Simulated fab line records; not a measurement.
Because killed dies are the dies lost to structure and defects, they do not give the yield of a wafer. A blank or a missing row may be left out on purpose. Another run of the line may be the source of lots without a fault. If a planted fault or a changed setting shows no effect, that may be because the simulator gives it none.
fab line records	flow sky130
record lots=24	wafers=72	lastDay=51
route steps=708 shown CONTACT@429 METAL2@484 VIA3@586 METAL4@630 METAL5@675
lots that met no fault: from a run of the same line without faults
startH: hours from the record's opening day to when the first of the lot's shown wafers began	waitH: time in hours since the lot's previous step	" the same as in the row above	L1.1+2: several wafers, shown together as one row	- no value, or no start given	* or withheld: withheld	< > ~ a bound
route shown NAME@n: names a module that has steps shown in the file, with the first one's number in the route	usual: mean and standard deviation over wafers with no fault	same: alike in all rows	chamber/n: place in a boat	sites: the reading at each site	_std_site: standard deviation of those values	_edge_site: mean of outer sites minus mean of inner sites	radiusMm: how far each site lies from the wafer's centre	mask NAME#n: copy n	behind: tool/chamber where the wafer was last shaped	hold: why the lot went on hold/how many hours it stayed there/how the hold came to an end	device: whichever transistor did not switch (one of n, p or np)	end of line: the same wafers' tests at the end of the route	where a step has no rows: the recipe by itself	killed: at the first sort, the dies lost to defects and structure; wafer yield is something else	map: per-die view of a wafer (x killed, . not killed, _ where there is no die)
set.NAME: the setting that was run; set.NAME@STEP: the one run at that earlier step	model.NAME: the simulator's own value behind a step, which no gauge read
one table for each step of the route and one row for each wafer, over a sample of lots
services: a tool's chamber out of use, with start hour (startH, from the record's first day; less than 0 if before it), hours out, and reason
## steps
# step SKY_CONTACT_SPUTTER_23
# recipe material=TiN	targetThkNm=20	chamberPressurePa=5	powerW=4000	timeS=80
# usual throttleValvePct=29.8/0.82
lot.wafer	tool	chamber	startH	waitH	throttleValvePct
L074.2	pvdSputter-03	-	766.34	0.0	30.7
L074.4	"	-	"	"	30.0
L074.5	"	-	"	"	30.1
L075.3	pvdSputter-04	-	770.19	0.0	29.1
L075.5	"	-	"	"	28.6
L075.6	"	-	"	"	30.6
L076.1	pvdSputter-03	-	774.49	0.0	30.6
L076.3	"	-	"	"	29.5
L076.5	"	-	"	"	29.6
L077.1	pvdSputter-03	-	793.69	0.0	29.9
L077.5	"	-	"	"	30.3
L077.6	"	-	"	"	30.7
L078.4	pvdSputter-03	-	797.60	0.0	30.1
L078.5	"	-	"	"	29.4
L078.6	"	-	"	"	29.8
L079.2	pvdSputter-04	-	800.80	0.0	28.7
L079.5	"	-	"	"	28.9
L079.6	"	-	"	"	30.5
L080.2	pvdSputter-03	-	804.80	0.0	30.7
L080.4	"	-	"	"	29.8
L080.5	"	-	"	"	30.2
L081.4	pvdSputter-04	-	825.89	0.0	29.2
L081.5	"	-	"	"	29.0
L081.6	"	-	"	"	28.5
L082.2	pvdSputter-03	-	827.60	0.0	29.7
L082.4	"	-	"	"	30.3
L082.6	"	-	"	"	30.0
L083.1	pvdSputter-03	-	831.88	0.0	30.8
L083.5	"	-	"	"	29.9
L083.6	"	-	"	"	29.5
L084.1	pvdSputter-04	-	838.09	0.0	30.7
L084.3	"	-	"	"	28.5
L084.4	"	-	"	"	29.0
L085.1	pvdSputter-01	-	854.49	0.0	31.2
L085.3	"	-	"	"	28.6
L085.4	"	-	"	"	28.5
L086.1	pvdSputter-04	-	858.14	0.0	30.8
L086.3	"	-	"	"	29.1
L086.5	"	-	"	"	30.2
L087.2	pvdSputter-04	-	863.35	0.0	29.1
L087.4	"	-	"	"	28.5
L087.5	"	-	"	"	28.9
L088.2	pvdSputter-03	-	863.71	0.0	29.7
L088.4	"	-	"	"	30.4
L088.6	"	-	"	"	30.2
L089.1	pvdSputter-04	-	880.17	0.0	30.7
L089.2	"	-	"	"	30.1
L089.3	"	-	"	"	28.6
L090.4	pvdSputter-04	-	882.90	0.0	28.6
L090.5	"	-	"	"	30.6
L090.6	"	-	"	"	30.3
L091.2	pvdSputter-01	-	889.62	0.0	28.7
L091.3	"	-	"	"	31.3
L091.6	"	-	"	"	28.6
L092.4	pvdSputter-03	-	891.02	0.0	29.6
L092.5	"	-	"	"	29.4
L092.6	"	-	"	"	29.9
L093.1	pvdSputter-04	-	904.59	0.0	30.9
L093.3	"	-	"	"	28.5
L093.4	"	-	"	"	29.3
L094.3	pvdSputter-03	-	909.48	0.0	30.2
L094.5	"	-	"	"	29.6
L094.6	"	-	"	"	30.0
L095.1	pvdSputter-03	-	923.98	0.0	30.5
L095.4	"	-	"	"	30.0
L095.5	"	-	"	"	29.7
L096.2	pvdSputter-01	-	924.83	0.0	31.2
L096.4	"	-	"	"	28.7
L096.5	"	-	"	"	31.0
L097.2	pvdSputter-01	-	933.20	0.0	31.0
L097.5	"	-	"	"	29.1
L097.6	"	-	"	"	28.7
# step SKY_METAL2_SPUTTER_01
# recipe material=TiN	targetThkNm=20	powerW=6500	timeS=16.7	chamberPressurePa=0.4
# usual throttleValvePct=29.7/0.96
lot.wafer	tool	chamber	startH	waitH	throttleValvePct
L074.2	pvdSputter-01	-	824.73	0.0	28.6
L074.4	"	-	"	"	31.3
L074.5	"	-	"	"	31.3
L075.3	pvdSputter-02	-	828.86	0.0	30.2
L075.5	"	-	"	"	30.0
L075.6	"	-	"	"	30.1
L076.1	pvdSputter-04	-	833.35	0.0	30.4
L076.3	"	-	"	"	28.3
L076.5	"	-	"	"	29.3
L077.1	pvdSputter-04	-	852.09	0.0	29.2
L077.5	"	-	"	"	28.7
L077.6	"	-	"	"	29.1
L078.4	pvdSputter-04	-	856.53	0.0	28.5
L078.5	"	-	"	"	30.2
L078.6	"	-	"	"	30.8
L079.2	pvdSputter-02	-	858.63	0.0	29.9
L079.5	"	-	"	"	30.5
L079.6	"	-	"	"	30.7
L080.2	pvdSputter-01	-	862.43	0.0	31.3
L080.4	"	-	"	"	28.2
L080.5	"	-	"	"	31.0
L081.4	pvdSputter-02	-	883.40	0.0	30.1
L081.5	"	-	"	"	29.8
L081.6	"	-	"	"	30.8
L082.2	pvdSputter-01	-	885.07	0.0	28.2
L082.4	"	-	"	"	28.9
L082.6	"	-	"	"	28.5
L083.1	pvdSputter-04	-	888.59	0.0	30.4
L083.5	"	-	"	"	30.3
L083.6	"	-	"	"	28.5
L084.1	pvdSputter-01	-	894.45	0.0	31.0
L084.3	"	-	"	"	29.0
L084.4	"	-	"	"	29.1
L085.1	pvdSputter-02	-	911.12	0.0	29.9
L085.3	"	-	"	"	30.4
L085.4	"	-	"	"	30.8
L086.1	pvdSputter-04	-	915.17	0.0	30.4
L086.3	"	-	"	"	29.3
L086.5	"	-	"	"	30.7
L087.2	pvdSputter-04	-	919.52	0.0	28.4
L087.4	"	-	"	"	30.6
L087.5	"	-	"	"	29.2
L088.2	pvdSputter-02	-	920.70	0.0	30.9
L088.4	"	-	"	"	30.2
L088.6	"	-	"	"	30.0
L089.1	pvdSputter-04	-	935.12	0.0	28.6
L089.2	"	-	"	"	30.6
L089.3	"	-	"	"	29.0
L090.4	pvdSputter-04	-	938.55	0.0	28.4
L090.5	"	-	"	"	29.6
L090.6	"	-	"	"	28.5
L091.2	pvdSputter-04	-	945.12	0.0	30.7
L091.3	"	-	"	"	29.2
L091.6	"	-	"	"	30.2
L092.4	pvdSputter-02	-	945.78	0.0	29.9
L092.5	"	-	"	"	31.1
L092.6	"	-	"	"	30.2
L093.1	pvdSputter-04	-	959.76	0.0	28.4
L093.3	"	-	"	"	29.1
L093.4	"	-	"	"	31.0
L094.3	pvdSputter-01	-	963.55	0.0	31.2
L094.5	"	-	"	"	28.8
L094.6	"	-	"	"	28.8
L095.1	pvdSputter-01	-	976.72	0.0	31.1
L095.4	"	-	"	"	28.6
L095.5	"	-	"	"	28.6
L096.2	pvdSputter-04	-	978.22	0.0	29.2
L096.4	"	-	"	"	28.5
L096.5	"	-	"	"	28.6
L097.2	pvdSputter-01	-	987.50	0.0	28.7
L097.5	"	-	"	"	28.3
L097.6	"	-	"	"	30.9
# step SKY_VIA3_OVL_MEAS_13
# usual VIA3_OVL=1/4.3
lot.wafer	tool	chamber	startH	waitH	VIA3_OVL[nm]
L074.2	overlay-02	-	961.83	0.1	2
L074.4	"	-	"	"	6
L074.5	"	-	"	"	6
L075.3	overlay-02	-	965.82	0.1	1
L075.5	"	-	"	"	-4
L075.6	"	-	"	"	0
L076.1	overlay-01	-	969.06	0.1	0
L076.3	"	-	"	"	3
L076.5	"	-	"	"	0
L077.1	overlay-02	-	985.69	0.1	-4
L077.5	"	-	"	"	-1
L077.6	"	-	"	"	3
L078.4	overlay-01	-	991.68	0.1	-1
L078.5	"	-	"	"	-5
L078.6	"	-	"	"	-2
L079.2	overlay-01	-	992.98	0.1	2
L079.5	"	-	"	"	5
L079.6	"	-	"	"	3
L080.2	overlay-01	-	994.29	0.1	6
L080.4	"	-	"	"	3
L080.5	"	-	"	"	6
L081.4	overlay-01	-	1015.08	0.1	9
L081.5	"	-	"	"	9
L081.6	"	-	"	"	7
L082.2	overlay-01	-	1017.77	0.1	-3
L082.4	"	-	"	"	-6
L082.6	"	-	"	"	-9
L083.1	overlay-01	-	1019.48	0.1	-1
L083.5	"	-	"	"	4
L083.6	"	-	"	"	5
L084.1	overlay-01	-	1025.11	0.1	0
L084.3	"	-	"	"	13
L084.4	"	-	"	"	3
L085.1	overlay-02	-	1038.39	0.1	-1
L085.3	"	-	"	"	3
L085.4	"	-	"	"	1
L086.1	overlay-02	-	1043.83	0.1	-5
L086.3	"	-	"	"	-6
L086.5	"	-	"	"	-4
L087.2	overlay-02	-	1047.83	0.1	0
L087.4	"	-	"	"	6
L087.5	"	-	"	"	1
L088.2	overlay-02	-	1049.19	0.1	1
L088.4	"	-	"	"	-1
L088.6	"	-	"	"	-2
L089.1	overlay-01	-	1062.16	0.1	3
L089.2	"	-	"	"	4
L089.3	"	-	"	"	3
L090.4	overlay-02	-	1063.31	0.1	-1
L090.5	"	-	"	"	0
L090.6	"	-	"	"	1
L091.2	overlay-01	-	1070.04	0.1	3
L091.3	"	-	"	"	5
L091.6	"	-	"	"	7
L092.4	overlay-02	-	1072.05	0.1	-7
L092.5	"	-	"	"	0
L092.6	"	-	"	"	3
L093.1	overlay-02	-	1085.76	0.1	6
L093.3	"	-	"	"	4
L093.4	"	-	"	"	6
L094.3	overlay-01	-	1086.38	0.1	-2
L094.5	"	-	"	"	3
L094.6	"	-	"	"	-7
L095.1	overlay-02	-	1101.35	0.1	1
L095.4	"	-	"	"	-1
L095.5	"	-	"	"	5
L096.2	overlay-02	-	1102.64	0.1	-3
L096.4	"	-	"	"	-6
L096.5	"	-	"	"	-1
L097.2	overlay-01	-	1109.57	0.1	2
L097.5	"	-	"	"	4
L097.6	"	-	"	"	5
# step SKY_METAL4_OVL_MEAS_14
# usual METAL4_OVL=-1/6.3
lot.wafer	tool	chamber	startH	waitH	METAL4_OVL[nm]
L074.2	overlay-02	-	1012.82	0.1	-1
L074.4	"	-	"	"	0
L074.5	"	-	"	"	-4
L075.3	overlay-01	-	1017.42	0.1	4
L075.5	"	-	"	"	-6
L075.6	"	-	"	"	-7
L076.1	overlay-01	-	1019.90	0.1	2
L076.3	"	-	"	"	6
L076.5	"	-	"	"	8
L077.1	overlay-02	-	1036.85	0.1	-3
L077.5	"	-	"	"	-1
L077.6	"	-	"	"	-1
L078.4	overlay-01	-	1041.75	0.1	-1
L078.5	"	-	"	"	-1
L078.6	"	-	"	"	-7
L079.2	overlay-01	-	1042.38	0.1	6
L079.5	"	-	"	"	6
L079.6	"	-	"	"	0
L080.2	overlay-01	-	1044.26	0.1	5
L080.4	"	-	"	"	-2
L080.5	"	-	"	"	0
L081.4	overlay-01	-	1063.95	0.1	-1
L081.5	"	-	"	"	-6
L081.6	"	-	"	"	2
L082.2	overlay-02	-	1066.83	0.1	5
L082.4	"	-	"	"	3
L082.6	"	-	"	"	12
L083.1	overlay-01	-	1068.18	0.1	7
L083.5	"	-	"	"	2
L083.6	"	-	"	"	1
L084.1	overlay-01	-	1073.28	0.1	-7
L084.3	"	-	"	"	-4
L084.4	"	-	"	"	-6
L085.1	overlay-01	-	1085.64	0.1	11
L085.3	"	-	"	"	7
L085.4	"	-	"	"	13
L086.1	overlay-02	-	1089.08	0.1	-2
L086.3	"	-	"	"	-6
L086.5	"	-	"	"	-8
L087.2	overlay-02	-	1094.38	0.1	-3
L087.4	"	-	"	"	5
L087.5	"	-	"	"	-4
L088.2	overlay-01	-	1096.18	0.1	-2
L088.4	"	-	"	"	-1
L088.6	"	-	"	"	-6
L089.1	overlay-01	-	1108.44	0.1	2
L089.2	"	-	"	"	-1
L089.3	"	-	"	"	2
L090.4	overlay-02	-	1109.20	0.1	-9
L090.5	"	-	"	"	-6
L090.6	"	-	"	"	-5
L091.2	overlay-01	-	1115.49	0.1	-4
L091.3	"	-	"	"	-12
L091.6	"	-	"	"	-9
L092.4	overlay-01	-	1117.00	0.1	-5
L092.5	"	-	"	"	4
L092.6	"	-	"	"	1
L093.1	overlay-01	-	1131.41	0.1	-7
L093.3	"	-	"	"	-11
L093.4	"	-	"	"	-11
L094.3	overlay-01	-	1131.69	0.1	1
L094.5	"	-	"	"	-1
L094.6	"	-	"	"	-1
L095.1	overlay-02	-	1144.78	0.1	-7
L095.4	"	-	"	"	-14
L095.5	"	-	"	"	-13
L096.2	overlay-02	-	1145.89	0.1	12
L096.4	"	-	"	"	10
L096.5	"	-	"	"	11
L097.2	overlay-02	-	1152.38	0.1	-6
L097.5	"	-	"	"	-3
L097.6	"	-	"	"	-7
# step SKY_METAL4_DESCUM_15
# recipe chemistry=O2	sourcePowerW=150	biasPowerW=0	pressureMtorr=10	tempC=40	timeS=8
# usual drypumpMotorCurrentA=5.8/0.48	oesProductAu=0.995/0.01
# same biasPowerW=0
lot.wafer	tool	chamber	startH	waitH	drypumpMotorCurrentA	oesProductAu	rfHoursCounterH
L074.2	rieMetal-04	1	1012.85	0.0	5.4	0.995	16
L074.4	"	0	"	"	6.3	1.006	-
L074.5	"	0	"	"	6.4	1.003	-
L075.3	rieMetal-03	0	1017.46	0.0	5.8	0.995	-
L075.5	"	0	"	"	5.9	1.004	-
L075.6	"	1	"	"	5.0	0.986	-
L076.1	rieMetal-03	0	1019.93	0.0	5.8	0.997	23
L076.3	"	0	"	"	5.8	1.001	-
L076.5	"	0	"	"	5.8	1.001	-
L077.1	rieMetal-03	0	1036.88	0.0	5.8	1.001	24
L077.5	"	1	"	"	5.1	0.982	-
L077.6	"	0	"	"	5.9	0.999	-
L078.4	rieMetal-01	0	1041.78	0.0	6.4	1.021	-
L078.5	"	1	"	"	6.0	0.984	-
L078.6	"	0	"	"	6.4	1.030	-
L079.2	rieMetal-03	1	1042.41	0.0	5.0	0.990	12
L079.5	"	1	"	"	5.1	0.986	-
L079.6	"	0	"	"	5.8	0.991	-
L080.2	rieMetal-03	0	1044.29	0.0	5.8	1.005	24
L080.4	"	1	"	"	5.0	0.989	-
L080.5	"	1	"	"	5.1	0.984	-
L081.4	rieMetal-04	0	1064.00	0.0	6.4	1.007	-
L081.5	"	0	"	"	6.4	1.012	-
L081.6	"	0	"	"	6.4	0.996	-
L082.2	rieMetal-01	1	1066.87	0.0	6.0	0.990	-
L082.4	"	1	"	"	6.0	0.979	-
L082.6	"	1	"	"	6.0	0.988	-
L083.1	rieMetal-03	0	1068.21	0.0	5.8	1.011	26
L083.5	"	1	"	"	5.0	0.987	-
L083.6	"	0	"	"	5.8	0.998	-
L084.1	rieMetal-01	1	1073.31	0.0	6.0	0.986	16
L084.3	"	1	"	"	6.0	0.985	-
L084.4	"	1	"	"	6.0	0.993	-
L085.1	rieMetal-03	1	1085.67	0.0	5.1	0.996	15
L085.3	"	1	"	"	5.1	0.994	-
L085.4	"	0	"	"	5.9	0.995	-
L086.1	rieMetal-04	1	1089.11	0.0	5.5	0.995	21
L086.3	"	1	"	"	5.5	0.984	-
L086.5	"	1	"	"	5.5	0.995	-
L087.2	rieMetal-01	0	1094.41	0.0	6.4	1.002	1
L087.4	"	0	"	"	6.4	1.007	-
L087.5	"	1	"	"	6.0	0.981	-
L088.2	rieMetal-01	0	1096.21	0.0	6.4	1.010	1
L088.4	"	1	"	"	6.0	0.995	-
L088.6	"	0	"	"	6.4	1.019	-
L089.1	rieMetal-01	1	1108.47	0.0	6.0	0.986	18
L089.2	"	0	"	"	6.4	1.010	2
L089.3	"	1	"	"	6.0	0.993	-
L090.4	rieMetal-04	1	1109.25	0.0	5.5	0.995	-
L090.5	"	1	"	"	5.5	0.995	-
L090.6	"	1	"	"	5.5	0.994	-
L091.2	rieMetal-01	0	1115.52	0.0	6.4	1.006	2
L091.3	"	1	"	"	6.0	0.978	-
L091.6	"	1	"	"	6.0	0.983	-
L092.4	rieMetal-01	0	1117.03	0.0	6.4	1.014	-
L092.5	"	0	"	"	6.4	1.011	-
L092.6	"	1	"	"	6.0	0.997	-
L093.1	rieMetal-04	1	1131.45	0.0	5.4	0.996	25
L093.3	"	1	"	"	5.5	1.004	-
L093.4	"	0	"	"	6.3	0.992	-
L094.3	rieMetal-01	1	1131.72	0.0	6.0	0.986	-
L094.5	"	1	"	"	6.0	0.990	-
L094.6	"	0	"	"	6.4	1.000	-
L095.1	rieMetal-03	1	1144.81	0.0	5.0	0.997	20
L095.4	"	1	"	"	5.0	0.994	-
L095.5	"	1	"	"	5.0	0.995	-
L096.2	rieMetal-04	1	1145.92	0.0	5.5	0.990	26
L096.4	"	0	"	"	6.4	0.989	-
L096.5	"	0	"	"	6.4	0.983	-
L097.2	rieMetal-04	0	1152.41	0.0	6.3	0.984	2
L097.5	"	0	"	"	6.3	0.984	-
L097.6	"	1	"	"	5.5	0.988	-
# step SKY_METAL5_DESCUM_14
# recipe chemistry=O2	sourcePowerW=150	biasPowerW=0	pressureMtorr=10	tempC=40	timeS=11
# usual drypumpMotorCurrentA=5.8/0.44	oesProductAu=0.995/0.0092
# same biasPowerW=0
lot.wafer	tool	chamber	startH	waitH	drypumpMotorCurrentA	oesProductAu	rfHoursCounterH
L074.2	rieMetal-01	1	1062.83	0.1	6.0	0.992	-
L074.4	"	1	"	"	6.0	0.988	-
L074.5	"	1	"	"	6.0	0.983	-
L075.3	rieMetal-03	0	1067.03	0.1	5.8	1.002	-
L075.5	"	0	"	"	5.8	0.991	-
L075.6	"	1	"	"	5.0	0.983	-
L076.1	rieMetal-01	1	1069.61	0.1	6.0	0.993	15
L076.3	"	1	"	"	6.0	0.988	-
L076.5	"	1	"	"	6.0	0.993	-
L077.1	rieMetal-03	0	1084.74	0.1	5.9	0.993	27
L077.5	"	0	"	"	5.8	0.991	-
L077.6	"	1	"	"	5.0	0.995	-
L078.4	rieMetal-01	0	1088.32	0.1	6.4	1.007	-
L078.5	"	1	"	"	6.0	0.989	-
L078.6	"	0	"	"	6.4	1.011	-
L079.2	rieMetal-03	0	1088.61	0.1	5.8	0.995	28
L079.5	"	0	"	"	5.9	0.994	-
L079.6	"	1	"	"	5.1	0.988	-
L080.2	rieMetal-03	0	1090.71	0.1	5.9	0.998	28
L080.4	"	1	"	"	5.1	0.990	-
L080.5	"	0	"	"	5.9	0.995	-
L081.4	rieMetal-03	0	1109.93	0.1	5.9	0.991	-
L081.5	"	1	"	"	5.0	0.999	-
L081.6	"	0	"	"	5.9	0.994	-
L082.2	rieMetal-01	0	1112.01	0.1	6.4	1.013	2
L082.4	"	1	"	"	6.0	0.982	-
L082.6	"	1	"	"	6.0	0.985	-
L083.1	rieMetal-02	1	1112.07	0.1	5.4	0.996	19
L083.5	"	0	"	"	5.5	0.996	-
L083.6	"	1	"	"	5.3	0.992	-
L084.1	rieMetal-02	0	1119.12	0.1	5.5	0.996	18
L084.3	"	0	"	"	5.5	0.993	-
L084.4	"	1	"	"	5.3	0.997	-
L085.1	rieMetal-01	0	1129.81	0.1	6.4	1.007	3
L085.3	"	0	"	"	6.4	1.008	-
L085.4	"	1	"	"	6.0	0.993	-
L086.1	rieMetal-01	0	1136.06	0.1	6.4	1.004	4
L086.3	"	1	"	"	6.0	0.994	-
L086.5	"	0	"	"	6.5	1.004	-
L087.2	rieMetal-02	1	1139.79	0.1	5.3	0.988	21
L087.4	"	0	"	"	5.5	1.008	-
L087.5	"	1	"	"	5.3	0.992	-
L088.2	rieMetal-02	0	1141.11	0.1	5.5	0.992	20
L088.4	"	0	"	"	5.5	1.000	-
L088.6	"	0	"	"	5.5	0.988	-
L089.1	rieMetal-02	1	1151.56	0.1	5.3	0.987	22
L089.2	"	0	"	"	5.5	1.000	21
L089.3	"	1	"	"	5.4	0.991	-
L090.4	rieMetal-01	1	1151.93	0.1	6.0	0.995	-
L090.5	"	1	"	"	6.0	0.987	-
L090.6	"	0	"	"	6.4	1.014	-
L091.2	rieMetal-01	1	1158.34	0.1	6.0	0.988	23
L091.3	"	1	"	"	6.0	0.983	-
L091.6	"	1	"	"	6.0	0.997	-
L092.4	rieMetal-02	0	1159.26	0.1	5.5	0.993	-
L092.5	"	1	"	"	5.3	0.981	-
L092.6	"	0	"	"	5.5	0.987	-
L093.1	rieMetal-01	0	1172.89	0.1	6.4	1.030	7
L093.3	"	1	"	"	6.0	0.993	-
L093.4	"	0	"	"	6.4	1.008	-
L094.3	rieMetal-03	1	1173.57	0.1	5.1	0.992	-
L094.5	"	0	"	"	5.8	0.992	-
L094.6	"	1	"	"	5.1	0.987	-
L095.1	rieMetal-03	0	1183.64	0.1	5.8	0.988	2
L095.4	"	1	"	"	5.0	0.997	-
L095.5	"	1	"	"	5.0	1.000	-
L096.2	rieMetal-01	0	1185.66	0.1	6.4	1.005	9
L096.4	"	0	"	"	6.4	1.006	-
L096.5	"	1	"	"	6.0	0.994	-
L097.2	rieMetal-02	0	1191.37	0.1	5.5	1.004	23
L097.5	"	0	"	"	5.5	1.002	-
L097.6	"	1	"	"	5.3	0.986	-
## services
tool	chamber	startH	hours	kind
rieMetal-04	0	758.34	1.0	repair
pvdSputter-04	1	758.73	-	consumableReplace:kit
pvdSputter-04	1	758.73	18.0	scheduledDown
pvdSputter-04	1	758.73	18.0	ventCycle
rieMetal-03	1	759.08	3.3	repair
rieMetal-01	-	775.84	14.6	pm
pvdSputter-02	-	792.20	2.2	repair
rieMetal-02	0	800.65	8.9	repair
pvdSputter-04	-	805.07	0.9	repair
rieMetal-04	0	828.93	4.5	repair
pvdSputter-01	-	855.76	1.4	repair
pvdSputter-02	-	863.18	4.3	repair
pvdSputter-03	-	991.61	0.9	repair
pvdSputter-01	-	999.56	1.9	repair
rieMetal-01	-	1002.06	15.6	pm
pvdSputter-03	-	1041.60	7.9	repair
rieMetal-01	1	1053.57	9.2	repair
rieMetal-04	1	1061.51	4.9	repair
rieMetal-04	-	1115.26	0.7	repair
pvdSputter-01	-	1130.78	1.9	repair
rieMetal-04	-	1170.15	2.8	pm
rieMetal-02	-	1170.80	0.3	repair
rieMetal-02	-	1171.06	15.6	pm
pvdSputter-03	-	1185.23	2.2	repair
## key
fault none
